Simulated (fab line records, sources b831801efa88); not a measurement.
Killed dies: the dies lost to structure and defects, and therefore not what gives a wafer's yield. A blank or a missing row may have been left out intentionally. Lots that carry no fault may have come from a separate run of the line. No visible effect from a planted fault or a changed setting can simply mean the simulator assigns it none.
Comparing a struck lot with a sound one / flow gf180mcu / 16 steps out of a route of 602
Sound: wafers L612.1, L612.2, L612.5. Struck: wafer L600.2 (left out: L600.1, a lot-mate that was not struck); the cause follows at the end.
Order at every step that has rows: each side's tool, ch and its chambers, its first start. Under that, the readings that differ: sound wafers / struck wafers / difference of the means / sigmas: that difference in standard deviations of wafers without a fault.
alike: readings with means less than 2 such deviations apart, plus words and numbers identical on both sides. not compared: withheld readings, readings lacking a value on some wafer, bounds such as >300 that could conceal the same value, and numbers that have no deviation in the record and whose values overlap.
A row with sigmas, a row that says differs or no value, or rows on one side alone: a step with any of these is where the two part. Numbers that have no deviation but don't overlap get no sigmas and don't part them. Lack of a reading on every wafer of one side parts them only where that side has two or more wafers.

first, 1 step without rows for these wafers: GF_STI_OXIDATION_01 (stabilise 600 s, purge 300 s, target thk 10 nm).
GF_STI_THK_MEAS_02:
  sound on film-metro-03 at day 5 05:31; struck on film-metro-03 at day 2 17:31
  alike: STI_OXIDATION_THK
then, 1 step without rows for these wafers: GF_STI_CVD_03 (deposits Si3N4 from DCS/NH3, target thk 207.16 nm, time 3551 s).
GF_STI_THK_MEAS_04:
  sound on film-metro-02 at day 5 07:34; struck on film-metro-04 at day 2 21:04
  alike: STI_CVD_03_THK
then, 7 steps without rows for these wafers: GF_STI_DEHYDRATE_05 (time 60 s); GF_STI_HMDS_06 (prime time 60 s); GF_STI_COAT_07 (resist thk 700 nm); GF_STI_SOFTBAKE_08 (time 60 s); GF_STI_EXPOSE_09 (exposes mask COMP, target cd 220 nm); GF_STI_PEB_10 (peb time 90 s); GF_STI_DEVELOP_11 (develop time 60 s).
GF_STI_CD_MEAS_12 targets a cd of 220 nm.
  sound on cd-sem-02 at day 5 22:19; struck on cd-sem-02 at day 3 09:19
reading=cd-nm (nm); sound=221.1 222.5 221.8; struck=219.6; difference=-2.2; sigmas=-2
GF_STI_ETCH_13: etches the open film in CHF3/O2, stops on Si, target depth 282.31 nm, time 112.9 s.
  sound on rie-diel-01 ch 0,1, day 5 22:26; struck on rie-diel-01 ch 2, day 3 09:26
reading=oes-product-au (a.u.); sound=0.844 0.832 0.829; struck=0.740; difference=-0.095; sigmas=-16
reading=over-etch-frac; sound=0.3 0.3 0.3; struck=0.64449; difference=+0.34449; sigmas=
reading=throttle-valve-pct (%); sound=8.815 8.822 8.817; struck=8.790; difference=-0.028; sigmas=-3
reading=model.KrF_of_STI_COAT_07.thk-nm (nm); sound=444.8 434.8 443; struck=377.3; difference=-63.6; sigmas=
  alike: drypump-motor-current-A
  not compared: rf-hours-counter-h
GF_STI_ETCH_14: etches Si in HBr/Cl2/O2, target depth 360 nm, time 102.9 s.
  sound on rie-si-02 ch 1,2,3, day 5 22:31; struck on rie-si-02 ch 2, day 3 09:31
reading=model.KrF_of_STI_COAT_07.thk-nm (nm); sound=324.7 314.4 324.3; struck=260.8; difference=-60.3; sigmas=
  alike: drypump-motor-current-A, oes-product-au, throttle-valve-pct
  not compared: rf-hours-counter-h
GF_STI_STRIP_15: strips in O2/N2.
  sound on plasma-asher-01 ch 0,1, day 5 22:35; struck on plasma-asher-02 ch 0, day 3 09:35
reading=oes-product-au (a.u.); sound=0.387 0.387 0.385; struck=0.362; difference=-0.024; sigmas=-5
reading=strip-time-to-endpoint-s (s); sound=3.77 3.67 3.78; struck=3.10; difference=-0.64; sigmas=-11
  alike: drypump-motor-current-A, heater-power-w
  not compared: rf-hours-counter-h
then, 1 step without rows for these wafers: GF_STI_CLEAN_16 (cleans in dHF, time 25 s).

## WHERE THEY PART
Earliest at GF_STI_CD_MEAS_12; latest, in this record, at GF_STI_STRIP_15.

WHY: what the simulator had put in
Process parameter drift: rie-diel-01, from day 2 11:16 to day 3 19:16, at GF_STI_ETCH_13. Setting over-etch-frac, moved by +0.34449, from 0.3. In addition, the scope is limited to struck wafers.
